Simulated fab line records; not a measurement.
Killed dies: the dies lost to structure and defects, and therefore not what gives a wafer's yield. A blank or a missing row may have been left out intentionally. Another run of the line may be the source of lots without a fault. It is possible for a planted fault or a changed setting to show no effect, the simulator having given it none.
Which tool is to blame? :: flow sky130 :: 12 lots, 36 wafers sampled, at 5 steps of a route of 708

WHAT THE GAUGES SHOWED, per wafer
SKY_SONOS_ONO_THK_MEAS_01. Usual: SONOS_ONO_OXIDATION_THK typically reads 2.61 nm, with standard deviation 0.053.
lot: L597
measured: day 12 06:58
on: filmMetro-01
SONOS_ONO_OXIDATION_THK (nm): 2.60 2.64 2.61
flag: 

lot: L598
measured: day 12 15:47
on: filmMetro-01
SONOS_ONO_OXIDATION_THK (nm): 2.52 2.59 2.58
flag: 

lot: L600
measured: day 13 03:28
on: filmMetro-04
SONOS_ONO_OXIDATION_THK (nm): 2.58 2.62 2.62
flag: 

lot: L604
measured: day 14 10:59
on: filmMetro-03
SONOS_ONO_OXIDATION_THK (nm): 2.17 2.22 2.19
flag: OFF

lot: L605
measured: day 14 16:53
on: filmMetro-01
SONOS_ONO_OXIDATION_THK (nm): 2.09 2.14 2.12
flag: OFF

lot: L606
measured: day 15 04:33
on: filmMetro-04
SONOS_ONO_OXIDATION_THK (nm): 2.56 2.62 2.67
flag: 

lot: L611
measured: day 17 01:15
on: filmMetro-04
SONOS_ONO_OXIDATION_THK (nm): 2.67 2.66 2.66
flag: 

lot: L612
measured: day 17 04:07
on: filmMetro-04
SONOS_ONO_OXIDATION_THK (nm): 2.68 2.68 2.63
flag: 

lot: L615
measured: day 18 06:21
on: filmMetro-04
SONOS_ONO_OXIDATION_THK (nm): 2.57 2.59 2.64
flag: 

lot: L616
measured: day 18 15:38
on: filmMetro-01
SONOS_ONO_OXIDATION_THK (nm): 2.57 2.52 2.52
flag: 

lot: L617
measured: day 18 22:04
on: filmMetro-04
SONOS_ONO_OXIDATION_THK (nm): 2.56 2.60 2.57
flag: 

lot: L618
measured: day 19 05:20
on: filmMetro-01
SONOS_ONO_OXIDATION_THK (nm): 2.61 2.64 2.58
flag: 

SKY_RES_PROTECT_TW_MEAS_08. Usual: POLY_GATE_TW typically reads 4073, with standard deviation 27.
lot: L597
measured: day 15 23:16
on: filmMetro-01
POLY_GATE_TW: 4065 4059 4057
flag: 

lot: L598
measured: day 16 07:15
on: filmMetro-03
POLY_GATE_TW: 4041 4046 4043
flag: 

lot: L600
measured: day 17 00:19
on: filmMetro-03
POLY_GATE_TW: 4091 4047 4055
flag: 

lot: L604
measured: day 18 10:28
on: filmMetro-02
POLY_GATE_TW: 4063 4083 4067
flag: 

lot: L605
measured: day 18 17:17
on: filmMetro-02
POLY_GATE_TW: 4100 4094 4101
flag: 

lot: L606
measured: day 19 03:47
on: filmMetro-02
POLY_GATE_TW: 4096 4084 4112
flag: 

lot: L611
measured: day 21 09:00
on: filmMetro-02
POLY_GATE_TW: 4098 4082 4085
flag: 

lot: L612
measured: day 21 11:16
on: filmMetro-01
POLY_GATE_TW: 4089 4092 4108
flag: 

lot: L615
measured: day 22 09:50
on: filmMetro-03
POLY_GATE_TW: 4057 4082 4047
flag: 

lot: L616
measured: day 22 20:45
on: filmMetro-03
POLY_GATE_TW: 4064 4046 4063
flag: 

lot: L617
measured: day 23 00:08
on: filmMetro-02
POLY_GATE_TW: 4097 4100 4114
flag: 

lot: L618
measured: day 23 09:19
on: filmMetro-03
POLY_GATE_TW: 4044 4057 4068
flag: 

EACH LOT AND THE TOOL THAT RAN IT (in order: tool; ch and the chambers of the sampled wafers; start)
lot: L597
SKY_SONOS_ONO_OXIDATION_00: furnace-01 ch 0, day 12 05:36
SKY_SONOS_ONO_ETCH_15: rieDiel-04 ch 0,2,3, day 13 11:28
SKY_RES_PROTECT_STRIP_07: plasmaAsher-02 ch 0, day 15 23:10

lot: L598
SKY_SONOS_ONO_OXIDATION_00: furnace-02 ch 0, day 12 14:25
SKY_SONOS_ONO_ETCH_15: rieDiel-04 ch 1,2,3, day 13 19:46
SKY_RES_PROTECT_STRIP_07: plasmaAsher-04 ch 0,1, day 16 07:08

lot: L600
SKY_SONOS_ONO_OXIDATION_00: furnace-02 ch 0, day 13 02:07
SKY_SONOS_ONO_ETCH_15: rieDiel-04 ch 0,1,2, day 14 09:40
SKY_RES_PROTECT_STRIP_07: plasmaAsher-03 ch 0, day 17 00:13

lot: L604
SKY_SONOS_ONO_OXIDATION_00: furnace-02 ch 0, day 14 09:38
SKY_SONOS_ONO_ETCH_15: rieDiel-04 ch 0,2, day 15 18:40
SKY_RES_PROTECT_STRIP_07: plasmaAsher-02 ch 0, day 18 10:22

lot: L605
SKY_SONOS_ONO_OXIDATION_00: furnace-02 ch 0, day 14 15:30
SKY_SONOS_ONO_ETCH_15: rieDiel-03 ch 0,1, day 15 23:28
SKY_RES_PROTECT_STRIP_07: plasmaAsher-03 ch 0,1, day 18 17:11

lot: L606
SKY_SONOS_ONO_OXIDATION_00: furnace-01 ch 0, day 15 03:12
SKY_SONOS_ONO_ETCH_15: rieDiel-04 ch 0,1,2, day 16 10:31
SKY_RES_PROTECT_STRIP_07: plasmaAsher-03 ch 0,1, day 19 03:41

lot: L611
SKY_SONOS_ONO_OXIDATION_00: furnace-01 ch 0, day 16 23:54
SKY_SONOS_ONO_ETCH_15: rieDiel-04 ch 0,1, day 18 14:28
SKY_RES_PROTECT_STRIP_07: plasmaAsher-04 ch 0,1, day 21 08:54

lot: L612
SKY_SONOS_ONO_OXIDATION_00: furnace-01 ch 0, day 17 02:46
SKY_SONOS_ONO_ETCH_15: rieDiel-02 ch 0,1,2, day 18 15:22
SKY_RES_PROTECT_STRIP_07: plasmaAsher-03 ch 0,1, day 21 11:10

lot: L615
SKY_SONOS_ONO_OXIDATION_00: furnace-02 ch 0, day 18 05:01
SKY_SONOS_ONO_ETCH_15: rieDiel-03 ch 0,3, day 19 15:28
SKY_RES_PROTECT_STRIP_07: plasmaAsher-04 ch 0,1, day 22 09:44

lot: L616
SKY_SONOS_ONO_OXIDATION_00: furnace-02 ch 0, day 18 14:17
SKY_SONOS_ONO_ETCH_15: rieDiel-04 ch 0,2, day 20 01:44
SKY_RES_PROTECT_STRIP_07: plasmaAsher-02 ch 0, day 22 20:39

lot: L617
SKY_SONOS_ONO_OXIDATION_00: furnace-02 ch 0, day 18 20:43
SKY_SONOS_ONO_ETCH_15: rieDiel-04 ch 0,3, day 20 07:23
SKY_RES_PROTECT_STRIP_07: plasmaAsher-02 ch 0,1, day 23 00:02

lot: L618
SKY_SONOS_ONO_OXIDATION_00: furnace-02 ch 0, day 19 03:58
SKY_SONOS_ONO_ETCH_15: rieDiel-03 ch 1,2,3, day 20 15:16
SKY_RES_PROTECT_STRIP_07: plasmaAsher-02 ch 0,1, day 23 09:14
- SKY_SONOS_ONO_OXIDATION_00: stabilise 600 s, purge 300 s, target thk 2.6 nm.
- SKY_SONOS_ONO_ETCH_15: etches the open film in CHF3/O2, target depth 19.52 nm, time 7.8 s.
- SKY_RES_PROTECT_STRIP_07: strips in O2/N2.

WHAT THE TOOLS THEMSELVES READ (means of the sampled wafers that have a number; where no wafer has one, the mark that the record gives instead)
SKY_SONOS_ONO_OXIDATION_00. Usual: spikeTcBottomC reads 820 C (standard deviation 3.2).
lot: L597
tool: furnace-01
spikeTcBottomC (C): 816
flag: 

lot: L598
tool: furnace-02
spikeTcBottomC (C): 823
flag: 

lot: L600
tool: furnace-02
spikeTcBottomC (C): 821
flag: 

lot: L604
tool: furnace-02
spikeTcBottomC (C): 822
flag: 

lot: L605
tool: furnace-02
spikeTcBottomC (C): 822
flag: 

lot: L606
tool: furnace-01
spikeTcBottomC (C): 817
flag: 

lot: L611
tool: furnace-01
spikeTcBottomC (C): 815
flag: 

lot: L612
tool: furnace-01
spikeTcBottomC (C): 816
flag: 

lot: L615
tool: furnace-02
spikeTcBottomC (C): 821
flag: 

lot: L616
tool: furnace-02
spikeTcBottomC (C): 823
flag: 

lot: L617
tool: furnace-02
spikeTcBottomC (C): 822
flag: 

lot: L618
tool: furnace-02
spikeTcBottomC (C): 823
flag: 

SKY_SONOS_ONO_ETCH_15. Usual: drypumpMotorCurrentA 5.8 A, standard deviation 0.55; oesProductAu 0.999 a.u., standard deviation 0.0098; throttleValvePct 8.825 %, standard deviation 0.0094.
lot: L597
tool: rieDiel-04
drypumpMotorCurrentA (A): 5.8
oesProductAu (a.u.): 0.988
throttleValvePct (%): 8.819
flag: 

lot: L598
tool: rieDiel-04
drypumpMotorCurrentA (A): 6.0
oesProductAu (a.u.): 0.992
throttleValvePct (%): 8.809
flag: 

lot: L600
tool: rieDiel-04
drypumpMotorCurrentA (A): 5.7
oesProductAu (a.u.): 0.993
throttleValvePct (%): 8.818
flag: 

lot: L604
tool: rieDiel-04
drypumpMotorCurrentA (A): 5.5
oesProductAu (a.u.): 0.993
throttleValvePct (%): 8.821
flag: 

lot: L605
tool: rieDiel-03
drypumpMotorCurrentA (A): 6.3
oesProductAu (a.u.): 1.004
throttleValvePct (%): 8.828
flag: 

lot: L606
tool: rieDiel-04
drypumpMotorCurrentA (A): 5.7
oesProductAu (a.u.): 0.999
throttleValvePct (%): 8.825
flag: 

lot: L611
tool: rieDiel-04
drypumpMotorCurrentA (A): 5.9
oesProductAu (a.u.): 0.988
throttleValvePct (%): 8.827
flag: 

lot: L612
tool: rieDiel-02
drypumpMotorCurrentA (A): 5.9
oesProductAu (a.u.): 1.007
throttleValvePct (%): 8.831
flag: 

lot: L615
tool: rieDiel-03
drypumpMotorCurrentA (A): 5.9
oesProductAu (a.u.): 0.997
throttleValvePct (%): 8.828
flag: 

lot: L616
tool: rieDiel-04
drypumpMotorCurrentA (A): 5.4
oesProductAu (a.u.): 0.986
throttleValvePct (%): 8.820
flag: 

lot: L617
tool: rieDiel-04
drypumpMotorCurrentA (A): 6.3
oesProductAu (a.u.): 1.001
throttleValvePct (%): 8.825
flag: 

lot: L618
tool: rieDiel-03
drypumpMotorCurrentA (A): 5.2
oesProductAu (a.u.): 0.993
throttleValvePct (%): 8.814
flag: 

SKY_RES_PROTECT_STRIP_07. Usual: drypumpMotorCurrentA 6.1 A, standard deviation 0.64; oesProductAu 0.517 a.u., standard deviation 0.0043; stripTimeToEndpointS 23.32 s, standard deviation 0.038.
lot: L597
tool: plasmaAsher-02
drypumpMotorCurrentA (A): 6.5
oesProductAu (a.u.): 0.515
stripTimeToEndpointS (s): 23.35
flag: 

lot: L598
tool: plasmaAsher-04
drypumpMotorCurrentA (A): 6.4
oesProductAu (a.u.): 0.517
stripTimeToEndpointS (s): 23.33
flag: 

lot: L600
tool: plasmaAsher-03
drypumpMotorCurrentA (A): 6.1
oesProductAu (a.u.): 0.517
stripTimeToEndpointS (s): 23.38
flag: 

lot: L604
tool: plasmaAsher-02
drypumpMotorCurrentA (A): 6.6
oesProductAu (a.u.): 0.520
stripTimeToEndpointS (s): 23.33
flag: 

lot: L605
tool: plasmaAsher-03
drypumpMotorCurrentA (A): 6.2
oesProductAu (a.u.): 0.517
stripTimeToEndpointS (s): 23.30
flag: 

lot: L606
tool: plasmaAsher-03
drypumpMotorCurrentA (A): 6.2
oesProductAu (a.u.): 0.521
stripTimeToEndpointS (s): 23.32
flag: 

lot: L611
tool: plasmaAsher-04
drypumpMotorCurrentA (A): 6.5
oesProductAu (a.u.): 0.520
stripTimeToEndpointS (s): 23.30
flag: 

lot: L612
tool: plasmaAsher-03
drypumpMotorCurrentA (A): 6.1
oesProductAu (a.u.): 0.521
stripTimeToEndpointS (s): 23.32
flag: 

lot: L615
tool: plasmaAsher-04
drypumpMotorCurrentA (A): 6.5
oesProductAu (a.u.): 0.515
stripTimeToEndpointS (s): 23.32
flag: 

lot: L616
tool: plasmaAsher-02
drypumpMotorCurrentA (A): 6.6
oesProductAu (a.u.): 0.515
stripTimeToEndpointS (s): 23.30
flag: 

lot: L617
tool: plasmaAsher-02
drypumpMotorCurrentA (A): 6.0
oesProductAu (a.u.): 0.514
stripTimeToEndpointS (s): 23.30
flag: 

lot: L618
tool: plasmaAsher-02
drypumpMotorCurrentA (A): 5.4
oesProductAu (a.u.): 0.517
stripTimeToEndpointS (s): 23.36
flag: 

THE ANSWER, worked out from the rows above alone
Rule: a lot counts as off when the mean over its wafers that have a number is more than 3 standard deviations away from the usual mean. Also off: a lot with no number at a reading for which 4 or more lots have one. Any other lot the step has rows for is counted as sound. Order of review: gauges by route order, followed by the tools' own readings, for which a lot's mean as printed above is used. The first step at which some lot is off is used, and at that step the reading that is off furthest; a lot without a number counts as furthest.
Off: L604, L605, seen at SKY_SONOS_ONO_THK_MEAS_01 (SONOS_ONO_OXIDATION_THK).
If a tool, at a process step before that reading, ran all the lots that are off and no sound lot after the first of them, it fits. Those tools and the gauges at SKY_SONOS_ONO_THK_MEAS_01 are tried in the same way. None of those tried fits.

WHAT THE SIMULATOR PUT IN
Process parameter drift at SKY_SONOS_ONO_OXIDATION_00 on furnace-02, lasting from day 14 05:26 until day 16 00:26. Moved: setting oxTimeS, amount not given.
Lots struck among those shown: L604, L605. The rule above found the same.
